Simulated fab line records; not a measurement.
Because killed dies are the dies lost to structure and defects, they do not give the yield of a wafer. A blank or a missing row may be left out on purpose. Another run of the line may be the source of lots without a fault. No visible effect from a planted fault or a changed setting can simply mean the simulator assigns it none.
A single fault, viewed from 2 desks | flow sfq line | only its own numbers are on each desk; what lay behind them is given at the end

## METROLOGY DESK
Means of the sampled wafers that have a number, per lot and without regard to the tool the lot ran on: this is what the gauges read. Marked OUT: a lot whose mean sits more than 4 standard deviations from the usual mean, which makes it out of limits; the brackets give that distance.
Columns: A = I0_BOW at SFQ_I0_BOW_MEAS_907, usual 0 um; B = I0_OVL at SFQ_I0_OVL_MEAS_908, usual 2 nm; C = M1_NB_RS at SFQ_M1_RS_MEAS_909, usual 0.889 ohm/sq; D = M1_OVL at SFQ_M1_OVL_MEAS_911, usual -2 nm; E = I1_BOW at SFQ_I1_BOW_MEAS_912, usual 1 um; F = I1_OVL at SFQ_I1_OVL_MEAS_913, usual 3 nm; G = M8_BOW at SFQ_M8_BOW_MEAS_951, usual 9 um
lot  | first seen here | A  | B  | C     | D  | E  | F | G
L492 | day 12 05:26    | 5  | 1  | 0.879 | -2 | 4  | 6 | 15
L495 | day 12 11:26    | 7  | 1  | 0.881 | -5 | 7  | 8 | 16
L502 | day 15 18:42    | 5  | -5 | 0.887 | 6  | 8  | 8 | 16
L503 | day 15 23:23    | 3  | -1 | 0.884 | -6 | 1  | 3 | 5
L513 | day 19 09:26    | -0 | 7  | 0.892 | 0  | 1  | 3 | 8
L514 | day 19 21:27    | -5 | -7 | 0.906 | -4 | -2 | 2 | 12
This desk's finding: nothing out of limits on any of the 6 lots.

## TOOL OWNER'S DESK, rie diel-02
The tool's own readings at SFQ_TRILAYER_I0_VIA_ETCH_VIA_ETCH_034 (etches SiO2 in CHF3, stops on Nb, target depth 260 nm): means of the sampled wafers that have a number, for each lot that ran on this tool. Marked OUT: a lot whose mean sits more than 4 standard deviations from the usual mean, which makes it out of limits; the brackets give that distance.
Columns: A = bias w at SFQ_TRILAYER_I0_VIA_ETCH_VIA_ETCH_034, usual 80.01 W; B = chamber pressure mTorr at SFQ_TRILAYER_I0_VIA_ETCH_VIA_ETCH_034, usual 30.000 mTorr; C = drypump motor current A at SFQ_TRILAYER_I0_VIA_ETCH_VIA_ETCH_034, usual 5.7 A; D = oes product au at SFQ_TRILAYER_I0_VIA_ETCH_VIA_ETCH_034, usual 0.855 a.u.
lot  | first seen here | A     | B      | C   | D
L492 | day 17 04:59    | 79.96 | 29.988 | 5.9 | 0.854
This desk's finding: nothing out of limits on the one lot.

## BROUGHT TOGETHER
At the metrology desk, nothing out of limits was observed.
Nothing out of limits was seen by the tool owner's desk.

## WHAT HAD BEEN PUT IN BY THE SIMULATOR
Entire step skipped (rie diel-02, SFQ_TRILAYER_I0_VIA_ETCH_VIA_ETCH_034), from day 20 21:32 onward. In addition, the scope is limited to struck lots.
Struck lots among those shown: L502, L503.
